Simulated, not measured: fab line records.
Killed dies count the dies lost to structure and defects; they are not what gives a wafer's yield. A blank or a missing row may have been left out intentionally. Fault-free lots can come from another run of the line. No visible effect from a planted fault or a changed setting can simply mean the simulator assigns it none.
fab line records | flow sfqLine | part 2 of 2: steps 29 to 40 of 40
[record] lots = 5 | wafers = 15 | lastDay = 75
route steps=325 shown JJ@196 M5@198 A5B@209 R5@212 I5@228
lots untouched by any fault: they come from a run of this same line in which no faults occurred
startH: hours from the record's opening day to when the first of the lot's shown wafers began | waitH: how many hours have passed since the lot's step before this one | " identical to the entry in the row above | L1.1+2: one row covering several wafers at once | - value missing, or start not given | * or withheld: withheld | < > ~ a bound
route shown NAME@n: names a module that has steps shown in the file, with the first one's number in the route | usual: the fault-free wafers' mean and standard deviation | same: alike in all rows | chamber/n: place in a boat | sites: the reading at each site | _std_site: how widely they spread, as a standard deviation | _edge_site: outer sites' mean less inner sites' | radiusMm: for every site, how far away it sits from the centre of the wafer | mask NAME#n: copy n | behind: the most recent tool/chamber to have shaped the wafer | hold: why the lot was held/for how many hours/how that ended | device: whichever transistor did not switch (one of n, p or np) | end of line: tests of these same wafers at the route's end | a step with no rows: only its recipe | killed: at the first sort, the dies lost to defects and structure; wafer yield is something else | map: a wafer's dies, marking killed ones x, the rest . and places with no die _
set.NAME: the setting that was run; set.NAME@STEP: the one run at that earlier step | model.NAME: the simulator's own value behind a step, which no gauge read
lots at selected steps of the route; one table per step, one row per wafer
services: from which hour (startH, from the record's first day; less than 0 if before it) a tool's chamber was out of use, for how many hours, and why
[[steps]]
[step SFQ_TRILAYER_R5_BARC_OPEN_METAL_ETCH_177]
[recipe] maskMaterial = PR | chemistry = O2 | targetDepthNm = 125 | target = BARC | icpW = 600 | biasW = 80 | pressureMtorr = 10 | timeS = 41.7
[usual] drypumpMotorCurrentA = 5.92/0.27 | oesProductAu = 0.685/0.0048
lot.wafer | tool        | chamber | startH  | waitH | drypumpMotorCurrentA | oesProductAu | rfHoursCounterH
L077.2    | rieMetal-03 | 1       | 1144.28 | 0.0   | 5.95                 | 0.685        | 106
L077.4    | "           | 1       | "       | "     | 5.96                 | 0.688        | -
L077.5    | "           | 0       | "       | "     | 5.87                 | 0.687        | -
L078.3    | rieMetal-04 | 1       | 1154.14 | 0.0   | 5.41                 | 0.682        | -
L078.4    | "           | 0       | "       | "     | 6.41                 | 0.683        | -
L078.6    | "           | 1       | "       | "     | 5.42                 | 0.680        | -
L083.2    | rieMetal-04 | 1       | 1202.87 | 0.0   | 5.47                 | 0.683        | 110
L083.4    | "           | 1       | "       | "     | 5.45                 | 0.693        | -
L083.5    | "           | 1       | "       | "     | 5.49                 | 0.694        | -
L091.2    | rieMetal-03 | 1       | 1430.37 | 0.0   | 5.92                 | 0.693        | 143
L091.4    | "           | 1       | "       | "     | 5.95                 | 0.688        | -
L091.6    | "           | 0       | "       | "     | 5.90                 | 0.679        | -
L096.2    | rieMetal-04 | 0       | 1505.68 | 0.0   | 6.38                 | 0.690        | -
L096.3    | "           | 0       | "       | "     | 6.39                 | 0.683        | -
L096.6    | "           | 0       | "       | "     | 6.37                 | 0.682        | -
[step SFQ_TRILAYER_R5_ETCH_METAL_ETCH_139]
[recipe] stopOn = SiO2 | maskMaterial = PR | chemistry = Cl2 | targetDepthNm = 60 | icpW = 600 | biasW = 80 | pressureMtorr = 10 | timeS = 40
[usual] drypumpMotorCurrentA = 5.92/0.27 | oesProductAu = 0.990/0.006
lot.wafer | tool        | chamber | startH  | waitH | drypumpMotorCurrentA | oesProductAu | rfHoursCounterH
L077.2    | rieMetal-03 | 1       | 1144.34 | 0.0   | 5.96                 | 0.986        | 106
L077.4    | "           | 1       | "       | "     | 5.96                 | 0.991        | -
L077.5    | "           | 0       | "       | "     | 5.86                 | 0.996        | -
L078.3    | rieMetal-04 | 1       | 1154.20 | 0.0   | 5.40                 | 0.991        | -
L078.4    | "           | 0       | "       | "     | 6.38                 | 0.992        | -
L078.6    | "           | 1       | "       | "     | 5.38                 | 1.003        | -
L083.2    | rieMetal-04 | 1       | 1202.93 | 0.0   | 5.42                 | 0.977        | 111
L083.4    | "           | 1       | "       | "     | 5.42                 | 0.985        | -
L083.5    | "           | 1       | "       | "     | 5.45                 | 0.995        | -
L091.2    | rieMetal-03 | 1       | 1430.43 | 0.0   | 5.98                 | 0.978        | 143
L091.4    | "           | 1       | "       | "     | 5.97                 | 0.993        | -
L091.6    | "           | 0       | "       | "     | 5.79                 | 0.996        | -
L096.2    | rieMetal-04 | 0       | 1505.80 | 0.1   | 6.40                 | 0.994        | -
L096.3    | "           | 0       | "       | "     | 6.40                 | 0.991        | -
L096.6    | "           | 0       | "       | "     | 6.39                 | 0.994        | -
[step SFQ_TRILAYER_R5_STRIP_STRIP_140]
[recipe] gas = O2 | powerW = 200 | platenTempC = 40 | overashFraction = 0.65 | chemistry = O2 | pressureMtorr = 50
[usual] drypumpMotorCurrentA = 5.92/0.27 | oesProductAu = 0.998/0.008
lot.wafer | tool        | chamber | startH  | waitH | drypumpMotorCurrentA | oesProductAu | rfHoursCounterH
L077.2    | rieMetal-03 | 1       | 1144.40 | 0.0   | 5.95                 | 1.000        | 106
L077.4    | "           | 1       | "       | "     | 5.97                 | 0.994        | -
L077.5    | "           | 0       | "       | "     | 5.85                 | 0.986        | -
L078.3    | rieMetal-04 | 1       | 1154.44 | 0.2   | 5.42                 | 1.012        | -
L078.4    | "           | 0       | "       | "     | 6.42                 | 1.010        | -
L078.6    | "           | 1       | "       | "     | 5.42                 | 1.004        | -
L083.2    | rieMetal-04 | 1       | 1202.99 | 0.0   | 5.44                 | 0.999        | 111
L083.4    | "           | 1       | "       | "     | 5.40                 | 1.001        | -
L083.5    | "           | 1       | "       | "     | 5.41                 | 1.007        | -
L091.2    | rieMetal-03 | 1       | 1430.48 | 0.0   | 5.97                 | 0.992        | 143
L091.4    | "           | 1       | "       | "     | 5.97                 | 0.994        | -
L091.6    | "           | 0       | "       | "     | 5.88                 | 0.999        | -
L096.2    | rieMetal-04 | 0       | 1506.10 | 0.3   | 6.38                 | 0.993        | -
L096.3    | "           | 0       | "       | "     | 6.41                 | 1.003        | -
L096.6    | "           | 0       | "       | "     | 6.41                 | 1.004        | -
[step SFQ_TRILAYER_R5_STRIP_SOLV_CLEAN_141]
[recipe] chemistry = NMP | tempC = 70 | timeS = 600
lot.wafer  | tool        | chamber | startH  | waitH
L077.2+4+5 | wetBench-01 | 7,2,6   | 1145.00 | 0.4
L078.3+4+6 | wetBench-01 | 4,2,6   | 1154.84 | 0.2
L083.2+4+5 | wetBench-03 | 0,7,6   | 1203.59 | 0.4
L091.2+4+6 | wetBench-03 | 0,2,4   | 1431.08 | 0.4
L096.2+3+6 | wetBench-03 | 0,2,7   | 1507.10 | 0.8
[step SFQ_TRILAYER_A5C_DEP_PECVD_142]
[recipe] material = SiO2 | tempC = 150 | timeS = 15.556 | pressureTorr = 2.4 | rfW = 183.3 | precursor = SiH4/N2O | targetThkNm = 70
[usual] chamberPressureTorr = 2.400/0.0047 | heaterPowerW = 89/17 | throttleValvePct = 25.1/1.2
lot.wafer | tool     | chamber | startH  | waitH | chamberPressureTorr | heaterPowerW | throttleValvePct
L077.2    | pecvd-03 | 1       | 1145.18 | 0.0   | 2.398               | 68           | 26.5
L077.4    | "        | 1       | "       | "     | 2.402               | 67           | 26.6
L077.5    | "        | 2       | "       | "     | 2.395               | 98           | 24.9
L078.3    | pecvd-03 | 1       | 1155.01 | 0.0   | 2.400               | 74           | 26.2
L078.4    | "        | 2       | "       | "     | 2.403               | 100          | 25.0
L078.6    | "        | 0       | "       | "     | 2.404               | 88           | 23.5
L083.2    | pecvd-03 | 1       | 1203.76 | 0.0   | 2.395               | 81           | 26.6
L083.4    | "        | 1       | "       | "     | 2.397               | 80           | 26.8
L083.5    | "        | 0       | "       | "     | 2.398               | 90           | 23.5
L091.2    | pecvd-02 | 2       | 1431.26 | 0.0   | 2.400               | 128          | 25.0
L091.4    | "        | 1       | "       | "     | 2.396               | 77           | 25.8
L091.6    | "        | 2       | "       | "     | 2.406               | 128          | 25.3
L096.2    | pecvd-03 | 2       | 1507.29 | 0.0   | 2.396               | 95           | 25.0
L096.3    | "        | 1       | "       | "     | 2.395               | 78           | 26.7
L096.6    | "        | 1       | "       | "     | 2.395               | 78           | 26.6
[step SFQ_TRILAYER_I5_LITHO_COAT_149]
[recipe] resist = BARC | spinRpm = 3000 | resistThkNm = 62
lot.wafer  | tool          | chamber | startH  | waitH
L077.2+4+5 | lithoTrack-02 | 0       | 1145.25 | 0.1
L078.3+4+6 | lithoTrack-01 | 0       | 1155.14 | 0.1
L083.2+4+5 | lithoTrack-04 | 0       | 1203.84 | 0.1
L091.2+4+6 | lithoTrack-01 | 0       | 1431.33 | 0.1
L096.2+3+6 | lithoTrack-02 | 0       | 1507.36 | 0.1
[step SFQ_TRILAYER_I5_LITHO_COAT_144]
[recipe] resist = KrF | spinRpm = 3000 | resistThkNm = 650
lot.wafer  | tool          | chamber | startH  | waitH
L077.2+4+5 | lithoTrack-02 | 0       | 1145.55 | 0.2
L078.3+4+6 | lithoTrack-01 | 0       | 1155.44 | 0.2
L083.2+4+5 | lithoTrack-04 | 0       | 1204.14 | 0.2
L091.2+4+6 | lithoTrack-01 | 0       | 1431.63 | 0.2
L096.2+3+6 | lithoTrack-02 | 0       | 1507.66 | 0.2
[step SFQ_TRILAYER_I5_LITHO_SOFTBAKE_148]
[recipe] tempC = withheld | timeS = withheld | resist = KrF
lot.wafer  | tool          | chamber | startH  | waitH
L077.2+4+5 | lithoTrack-02 | 0       | 1145.83 | 0.2
L078.3+4+6 | lithoTrack-01 | 0       | 1155.69 | 0.2
L083.2+4+5 | lithoTrack-04 | 0       | 1204.41 | 0.2
L091.2+4+6 | lithoTrack-01 | 0       | 1431.91 | 0.2
L096.2+3+6 | lithoTrack-02 | 0       | 1507.94 | 0.2
[step SFQ_TRILAYER_I5_LITHO_EXPOSE_145]
[recipe] maskId = I5 | na = 0.6 | sourceShape = conventional | sigmaOuter = 0.65 | targetCdNm = 700 | doseMj = 21.3
lot.wafer  | tool          | chamber | startH  | waitH | mask
L077.2+4+5 | krfScanner-02 | 0       | 1178.16 | -     | I5#0
L078.3+4+6 | krfScanner-02 | 0       | 1181.96 | -     | I5#0
L083.2+4+5 | krfScanner-02 | 0       | 1206.34 | -     | I5#0
L091.2+4+6 | krfScanner-02 | 0       | 1435.91 | -     | I5#0
L096.2+3+6 | krfScanner-01 | 0       | 1508.26 | -     | I5#0
[step SFQ_TRILAYER_I5_LITHO_PEB_147]
[recipe] pebTempC = 115 | pebTimeS = 60 | resist = KrF
lot.wafer  | tool          | chamber | startH  | waitH
L077.2+4+5 | lithoTrack-01 | 0       | 1179.18 | 0.8
L078.3+4+6 | lithoTrack-04 | 0       | 1182.81 | 0.7
L083.2+4+5 | lithoTrack-04 | 0       | 1207.36 | 0.8
L091.2+4+6 | lithoTrack-01 | 0       | 1436.93 | 0.8
L096.2+3+6 | lithoTrack-02 | 0       | 1509.29 | 0.8
[step SFQ_TRILAYER_I5_LITHO_DEVELOP_146]
[recipe] timeS = 60 | resist = KrF
lot.wafer  | tool          | chamber | startH  | waitH
L077.2+4+5 | lithoTrack-01 | 0       | 1179.33 | 0.1
L078.3+4+6 | lithoTrack-04 | 0       | 1182.96 | 0.1
L083.2+4+5 | lithoTrack-04 | 0       | 1207.51 | 0.1
L091.2+4+6 | lithoTrack-01 | 0       | 1437.08 | 0.1
L096.2+3+6 | lithoTrack-02 | 0       | 1509.44 | 0.1
[step SFQ_I5_OVL_MEAS_936]
[usual] I5_OVL = 2/5.8
lot.wafer | tool       | chamber | startH  | waitH | I5_OVL[nm]
L077.2    | overlay-01 | -       | 1179.46 | 0.1   | -7
L077.4    | "          | -       | "       | "     | 0
L077.5    | "          | -       | "       | "     | 5
L078.3    | overlay-01 | -       | 1183.07 | 0.1   | -6
L078.4    | "          | -       | "       | "     | -3
L078.6    | "          | -       | "       | "     | -1
L083.2    | overlay-02 | -       | 1207.64 | 0.1   | 3
L083.4    | "          | -       | "       | "     | 6
L083.5    | "          | -       | "       | "     | 8
L091.2    | overlay-01 | -       | 1437.21 | 0.1   | 11
L091.4    | "          | -       | "       | "     | 10
L091.6    | "          | -       | "       | "     | 9
L096.2    | overlay-02 | -       | 1509.57 | 0.1   | -1
L096.3    | "          | -       | "       | "     | 0
L096.6    | "          | -       | "       | "     | 2
[[services]]
tool          | chamber | startH  | hours | kind
krfScanner-01 | -       | 961.56  | 1.3   | pm
krfScanner-01 | -       | 1021.20 | 1.0   | pm
pvdSputter-06 | -       | 1060.60 | 10.6  | repair
krfScanner-01 | -       | 1068.59 | 3.1   | repair
pvdSputter-06 | -       | 1073.71 | 9.4   | repair
krfScanner-01 | -       | 1085.84 | 0.1   | repair
pvdSputter-06 | -       | 1098.25 | 19.0  | repair
krfScanner-01 | -       | 1110.72 | 0.7   | repair
krfScanner-01 | -       | 1136.65 | 1.3   | pm
krfScanner-01 | -       | 1166.67 | 0.2   | repair
rieMetal-03   | -       | 1169.47 | 1.4   | pm
krfScanner-01 | -       | 1185.69 | 0.4   | repair
krfScanner-01 | -       | 1189.79 | 1.0   | pm
krfScanner-01 | -       | 1206.39 | 0.8   | pm
krfScanner-01 | -       | 1243.46 | 4.0   | pm
pvdSputter-06 | -       | 1252.16 | 1.0   | repair
pvdSputter-06 | -       | 1253.00 | 1.3   | repair
krfScanner-01 | -       | 1270.04 | 2.8   | repair
pvdSputter-06 | -       | 1270.74 | 1.5   | repair
rieMetal-04   | 1       | 1279.06 | 11.9  | repair
krfScanner-01 | -       | 1312.31 | 1.3   | pm
rieMetal-04   | 1       | 1325.43 | 10.2  | repair
rieMetal-04   | -       | 1333.39 | 0.3   | repair
rieMetal-04   | 1       | 1466.23 | 96.7  | repair
